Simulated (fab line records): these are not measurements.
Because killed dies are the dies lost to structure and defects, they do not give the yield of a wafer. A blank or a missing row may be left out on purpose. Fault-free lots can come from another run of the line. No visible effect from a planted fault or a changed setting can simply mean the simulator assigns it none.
Which tool did it? || flow gf180mcu || 7 lots, 21 wafers sampled, at 2 steps of a route of 602

## WHAT EACH GAUGE READ, for each wafer
GF_V3_CD_MEAS_14: target cd 260 nm.
{"lot": "L228", "measured": "day 23 18:52", "on": "cd_sem-02", "cd_nm (nm)": "261.6 260.9 259.8"}
{"lot": "L230", "measured": "day 24 14:59", "on": "cd_sem-02", "cd_nm (nm)": "261.1 262.0 261.1"}
{"lot": "L233", "measured": "day 25 14:02", "on": "cd_sem-01", "cd_nm (nm)": "260.1 258.8 258.9"}
{"lot": "L235", "measured": "day 26 01:46", "on": "cd_sem-01", "cd_nm (nm)": "258.0 257.4 259.2"}
{"lot": "L237", "measured": "day 26 16:49", "on": "cd_sem-02", "cd_nm (nm)": "260.6 260.2 260.1"}
{"lot": "L242", "measured": "day 28 05:01", "on": "cd_sem-02", "cd_nm (nm)": "260.3 260.2 260.7"}
{"lot": "L246", "measured": "day 29 06:52", "on": "cd_sem-01", "cd_nm (nm)": "260.1 258.6 260.0"}

## EACH LOT AND THE TOOL THAT RAN IT (in order: tool; ch and the chambers of the sampled wafers; start)
{"lot": "L228", "GF_CONTACT_CLEAN_21": "wet_bench-03 ch 1, day 17 14:02"}
{"lot": "L230", "GF_CONTACT_CLEAN_21": "wet_bench-01 ch 1, day 18 10:47"}
{"lot": "L233", "GF_CONTACT_CLEAN_21": "wet_bench-04 ch 2, day 19 12:43"}
{"lot": "L235", "GF_CONTACT_CLEAN_21": "wet_bench-03 ch 2, day 20 01:34"}
{"lot": "L237", "GF_CONTACT_CLEAN_21": "wet_bench-03 ch 0, day 20 18:11"}
{"lot": "L242", "GF_CONTACT_CLEAN_21": "wet_bench-03 ch 0, day 22 11:12"}
{"lot": "L246", "GF_CONTACT_CLEAN_21": "wet_bench-01 ch 0, day 23 18:26"}
- GF_CONTACT_CLEAN_21: cleans in dHF, time 20 s.

## THE ANSWER, worked out from the rows above alone
Rule: what is usual is taken from the lots themselves. Put in order of their means at a reading, lots are off if they are a third of the lots or fewer, leave a main group of 4 or more, and stand apart from it by a gap of 3 or more times the standard deviation of the main group's means; of several such gaps the widest counts. Not used: any main group whose means are identical at the precision the tables above print for the reading. Also off: a lot with no number at a reading for which 4 or more lots have one. All remaining lots with rows at the step are treated as sound.
None of the lots is off at any reading shown; this tells nothing.

## WHAT HAD BEEN PUT IN BY THE SIMULATOR
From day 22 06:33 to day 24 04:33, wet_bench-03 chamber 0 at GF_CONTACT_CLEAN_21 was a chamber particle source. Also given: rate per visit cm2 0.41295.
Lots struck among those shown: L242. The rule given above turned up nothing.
